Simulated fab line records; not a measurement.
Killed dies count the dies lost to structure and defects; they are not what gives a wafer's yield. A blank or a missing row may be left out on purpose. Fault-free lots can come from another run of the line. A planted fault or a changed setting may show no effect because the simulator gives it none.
8D (eight disciplines) problem report, filled in by code	flow sky130	the parts of the form that need people (team, actions taken, sign-off) are left out

## 1. THE PROBLEM
LOCAL_INTERCONNECT_TIN_RS at SKY_LOCAL_INTERCONNECT_RS_MEAS_01 reads a mean of 11.07 ohm/sq on 2 wafers of 2 lots; wafers without a fault read 14.05 ohm/sq with a standard deviation of 0.17. Relative to the usual mean, that is a shift of -18 standard deviations.
The step: measures by four-point-probe.
Seen first at day 32 13:11 on film-metro-04, wafer L471.6. At this step, 42 wafers from 14 lots have a number in the record. The rule behind "out" and "out of limits": a value lying over 4 standard deviations away from the usual mean. Any other wafer with a number is counted as sound.

## 2. WHAT IT IS, WHAT IT ISN'T
question	is	is not
which readings at this step	LOCAL_INTERCONNECT_TIN_RS	-
which lots	L471, L478	L465, L466, L468, L469, L470, L475, L481, L482, L483, L484, L485, L486
which wafers of those lots	L471.6, L478.2	L471.4, L471.5, L478.3, L478.6
read on which gauges	film-metro-02, film-metro-04	film-metro-01
when	from day 32 13:11	up to then (17 sound wafers); but 23 sound wafers of L475, L478, L481, L482, L483, L484, L485, L486 came after

## 3. WHAT RULES OUT EACH SUSPECT
Counting: a tool at a process step up to the reading stays a suspect if it ran every lot that is out. Sound lots after the first of them don't rule it out here, since some wafers of a struck lot are sound.
- the gauge at SKY_LOCAL_INTERCONNECT_RS_MEAS_01 is ruled out. The wafers that are out were read on 2 gauges (film-metro-02, film-metro-04).
- pvd-sputter-01 at SKY_LOCAL_INTERCONNECT_SPUTTER_00 (material TiN, target thk 100 nm, time 83.3 s): kept. It processed each lot that is out (first: L471, day 32 13:04); up to then, its last sound lot is L470 (day 32 12:28).
The count leaves pvd-sputter-01 at SKY_LOCAL_INTERCONNECT_SPUTTER_00.

## 4. THE CAUSE (what the simulator had put in)
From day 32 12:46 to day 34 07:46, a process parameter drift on pvd-sputter-01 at SKY_LOCAL_INTERCONNECT_SPUTTER_00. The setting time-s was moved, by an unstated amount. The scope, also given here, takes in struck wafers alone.
This tool alone remained once counting was done.

## 5. THE CHAIN OF EFFECTS, in route order
One row per reading whose mean, taken over the struck wafers that have a number, lies over 3 standard deviations from the usual. Only readings whose record carries a usual standard deviation are examined. hours: median over the lots of the time between each lot's start at the first step of this table that gives one and its start at this step. sigmas: the change, counted in usual standard deviations.
hours	step	reading	usual	on struck wafers	change	sigmas
0	SKY_LOCAL_INTERCONNECT_RS_MEAS_01	LOCAL_INTERCONNECT_TIN_RS	14.05 ohm/sq	11.07	-2.98	-18
0	SKY_LOCAL_INTERCONNECT_THK_MEAS_02	LOCAL_INTERCONNECT_TIN_THK	100.7 nm	126.8	+26.1	+22
27	SKY_LOCAL_INTERCONNECT_METAL_ETCH_14	oes-product-au	0.945 a.u.	0.980	+0.035	+4.6
27	SKY_LOCAL_INTERCONNECT_METAL_ETCH_14	throttle-valve-pct	21.899 %	21.872	-0.027	-3.1
Its process steps:
- SKY_LOCAL_INTERCONNECT_METAL_ETCH_14: etches TiN in Cl2/BCl3, stops on PSG, target depth 110 nm, time 31.4 s.

## 6. WHAT WOULD HAVE CAUGHT IT SOONER
Counted from the fault's start at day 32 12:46, it took 0 hours until the first out-of-limits reading at a measuring or inspecting step in this record, taken at day 32 13:11.
Tool readings at SKY_LOCAL_INTERCONNECT_SPUTTER_00 with a usual standard deviation given in the record: none out on any struck wafer, hence no alarm at a limit of 4 standard deviations on them.
Lots out: 2; of these, L478 started SKY_LOCAL_INTERCONNECT_SPUTTER_00 on pvd-sputter-01 after day 32 13:11. Had the tool been put on hold then, it would have been spared.
